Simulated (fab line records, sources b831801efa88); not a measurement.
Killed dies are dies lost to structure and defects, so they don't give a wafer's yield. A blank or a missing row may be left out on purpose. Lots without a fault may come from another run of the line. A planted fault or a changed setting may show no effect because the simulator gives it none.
Which tool did it? | flow sky130 | 10 lots, 30 wafers sampled, at 6 steps of a route of 708

WHAT THE GAUGES READ, wafer by wafer
SKY_METAL2_RS_MEAS_05: measures by four-point-probe. Usual: METAL2_ALCU_RS 0.1336 ohm/sq, standard deviation 0.0013.
lot  | measured     | on            | METAL2_ALCU_RS (ohm/sq) | flag
L337 | day 34 03:08 | film_metro-04 | 0.1355 0.1345 0.1349    |
L338 | day 34 07:16 | film_metro-04 | 0.1331 0.1322 0.1330    |
L339 | day 34 14:17 | film_metro-01 | 0.1338 0.1348 0.1336    |
L342 | day 35 13:05 | film_metro-01 | 0.1327 0.1334 0.1322    |
L343 | day 36 23:50 | film_metro-03 | 0.1309 0.1333 0.1331    |
L344 | day 37 01:01 | film_metro-04 | 0.1326 0.1336 0.1357    |
L348 | day 37 16:33 | film_metro-04 | 0.1331 0.1341 0.1327    |
L356 | day 39 18:33 | film_metro-01 | 0.1334 0.1328 0.1325    |
L357 | day 40 09:48 | film_metro-01 | 0.1343 0.1358 0.1344    |
L360 | day 40 21:44 | film_metro-04 | 0.1330 0.1329 0.1330    |

SKY_VIA2_RS_MEAS_22: measures by four-point-probe. Usual: VIA2_W_RS 0.2728 ohm/sq, standard deviation 0.0029.
lot  | measured     | on            | VIA2_W_RS (ohm/sq)   | flag
L337 | day 36 09:26 | film_metro-04 | 0.2690 0.2690 0.2705 |
L338 | day 36 14:44 | film_metro-02 | 0.2743 0.2715 0.2723 |
L339 | day 36 21:59 | film_metro-04 | 0.2721 0.2762 0.2736 |
L342 | day 37 19:29 | film_metro-01 | 0.2757 0.2700 0.2766 |
L343 | day 39 03:50 | film_metro-01 | 60.820 61.070 61.212 | OFF
L344 | day 39 06:46 | film_metro-04 | 61.402 60.967 61.139 | OFF
L348 | day 39 18:07 | film_metro-04 | 0.2716 0.2740 0.2706 |
L356 | day 41 21:14 | film_metro-02 | 0.2740 0.2752 0.2717 |
L357 | day 42 11:46 | film_metro-01 | 0.2723 0.2691 0.2647 |
L360 | day 42 23:42 | film_metro-04 | 0.2667 0.2739 0.2701 |

SKY_VIA2_THK_MEAS_23: measures by xrf. Usual: VIA2_W_THK 419 nm, standard deviation 5.
lot  | measured     | on            | VIA2_W_THK (nm) | flag
L337 | day 36 09:34 | film_metro-04 | 428 428 428     |
L338 | day 36 14:50 | film_metro-02 | 414 413 414     |
L339 | day 36 22:06 | film_metro-04 | 425 418 423     |
L342 | day 37 19:35 | film_metro-01 | 417 426 416     |
L343 | day 39 03:58 | film_metro-01 | <0 <0 -         | OFF
L344 | day 39 06:52 | film_metro-04 | - <0 -          | OFF
L348 | day 39 18:14 | film_metro-04 | 420 416 423     |
L356 | day 41 21:21 | film_metro-02 | 418 416 422     |
L357 | day 42 11:53 | film_metro-01 | 416 422 426     |
L360 | day 42 23:49 | film_metro-04 | 423 415 422     |

WHICH TOOL RAN EACH LOT (tool, then ch and the chambers of the sampled wafers, then the start)
lot  | SKY_METAL2_SPUTTER_02        | SKY_VIA2_ETCH_14                   | SKY_VIA2_CVD_21
L337 | pvd_sputter-04, day 34 03:02 | rie_diel-02 ch 1,2,3, day 36 08:33 | cvd_w-02 ch 1, day 36 09:19
L338 | pvd_sputter-03, day 34 07:10 | rie_diel-02 ch 0,3, day 36 13:49   | cvd_w-02 ch 1, day 36 14:35
L339 | pvd_sputter-04, day 34 14:10 | rie_diel-04 ch 1,3, day 36 21:03   | cvd_w-01 ch 0,1, day 36 21:50
L342 | pvd_sputter-04, day 35 12:56 | rie_diel-04 ch 0,2,3, day 37 18:33 | cvd_w-01 ch 0,1, day 37 19:22
L343 | pvd_sputter-04, day 36 23:45 | rie_diel-04 ch 0,1,3, day 39 02:57 | cvd_w-02 ch 0,1, day 39 03:43
L344 | pvd_sputter-04, day 37 00:55 | rie_diel-01 ch 0,1,3, day 39 05:51 | cvd_w-02 ch 0,1, day 39 06:37
L348 | pvd_sputter-03, day 37 16:28 | rie_diel-01 ch 0,1,3, day 39 17:10 | cvd_w-02 ch 0,1, day 39 17:59
L356 | pvd_sputter-04, day 39 18:26 | rie_diel-01 ch 0,1,2, day 41 20:15 | cvd_w-02 ch 0,1, day 41 21:05
L357 | pvd_sputter-03, day 40 09:41 | rie_diel-02 ch 0,2,3, day 42 10:52 | cvd_w-02 ch 0,1, day 42 11:37
L360 | pvd_sputter-04, day 40 21:38 | rie_diel-01 ch 0,1,3, day 42 22:45 | cvd_w-02 ch 0,1, day 42 23:34
- SKY_METAL2_SPUTTER_02: material AlCu, target thk 250 nm, time 12.73 s.
- SKY_VIA2_ETCH_14: etches BARC in N2/H2, stops on SiO2, time 45.9 s, target depth 60 nm.
- SKY_VIA2_CVD_21: deposits W, target thk 420 nm, time 126.4 s.

WHAT THE TOOLS THEMSELVES READ (means of the sampled wafers that have a number; where no wafer has one, the mark that the record gives instead)
SKY_METAL2_SPUTTER_02. Usual: throttle_valve_pct 30.0 %, standard deviation 0.94.
lot  | tool           | throttle_valve_pct (%) | flag
L337 | pvd_sputter-04 | 30.8                   |
L338 | pvd_sputter-03 | 30.1                   |
L339 | pvd_sputter-04 | 29.3                   |
L342 | pvd_sputter-04 | 30.5                   |
L343 | pvd_sputter-04 | 30.1                   |
L344 | pvd_sputter-04 | 30.4                   |
L348 | pvd_sputter-03 | 30.0                   |
L356 | pvd_sputter-04 | 28.7                   |
L357 | pvd_sputter-03 | 29.8                   |
L360 | pvd_sputter-04 | 30.5                   |

SKY_VIA2_ETCH_14. Usual: drypump_motor_current_A 5.5 A, standard deviation 0.39; oes_product_au 0.856 a.u., standard deviation 0.0046; throttle_valve_pct 13.226 %, standard deviation 0.01.
lot  | tool        | drypump_motor_current_A (A) | oes_product_au (a.u.) | throttle_valve_pct (%) | flag
L337 | rie_diel-02 | 5.5                         | 0.856                 | 13.230                 |
L338 | rie_diel-02 | 5.7                         | 0.855                 | 13.231                 |
L339 | rie_diel-04 | 5.4                         | 0.857                 | 13.240                 |
L342 | rie_diel-04 | 5.3                         | 0.856                 | 13.233                 |
L343 | rie_diel-04 | 5.2                         | 0.852                 | 13.230                 |
L344 | rie_diel-01 | 5.4                         | 0.859                 | 13.233                 |
L348 | rie_diel-01 | 5.4                         | 0.858                 | 13.220                 |
L356 | rie_diel-01 | 5.4                         | 0.856                 | 13.229                 |
L357 | rie_diel-02 | 5.6                         | 0.854                 | 13.238                 |
L360 | rie_diel-01 | 5.4                         | 0.861                 | 13.232                 |

SKY_VIA2_CVD_21. Usual: chamber_pressure_Torr 40.00 Torr, standard deviation 0.073; heater_power_outer_w 531 W, standard deviation 46; heater_power_w 848 W, standard deviation 66.
lot  | tool     | chamber_pressure_Torr (Torr) | heater_power_outer_w (W) | heater_power_w (W) | flag
L337 | cvd_w-02 | 40.01                        | 565                      | 880                |
L338 | cvd_w-02 | 40.13                        | 568                      | 882                |
L339 | cvd_w-01 | 40.03                        | 500                      | 807                |
L342 | cvd_w-01 | 39.92                        | 513                      | 828                |
L343 | cvd_w-02 | -                            | -                        | -                  | OFF
L344 | cvd_w-02 | -                            | -                        | -                  | OFF
L348 | cvd_w-02 | 40.02                        | 574                      | 898                |
L356 | cvd_w-02 | 40.02                        | 572                      | 925                |
L357 | cvd_w-02 | 39.99                        | 572                      | 916                |
L360 | cvd_w-02 | 39.93                        | 581                      | 911                |

THE ANSWER, worked out from the rows above alone
Rule: a lot is off if the mean of its wafers that have a number lies more than 3 standard deviations from the usual mean. A lot without any number at a reading at which 4 lots or more have one is off too. The other lots that the step has rows for count as sound. The gauges are gone through in route order, then the tools' own readings, and for those a lot's mean is taken as printed above. The first step at which some lot is off is used, and at that step the reading that is off furthest; a lot without a number counts as furthest.
Off: L343, L344, at SKY_VIA2_RS_MEAS_22 (VIA2_W_RS).
A tool fits if, at a process step before that reading, it ran every lot that is off, and no sound lot after the first of them. The gauges at SKY_VIA2_RS_MEAS_22 aren't tried: what is off there is off at SKY_VIA2_CVD_21 too, on other tools, and a gauge's error can't cause that. None of those tried fits.

WHAT THE SIMULATOR HAD PUT IN
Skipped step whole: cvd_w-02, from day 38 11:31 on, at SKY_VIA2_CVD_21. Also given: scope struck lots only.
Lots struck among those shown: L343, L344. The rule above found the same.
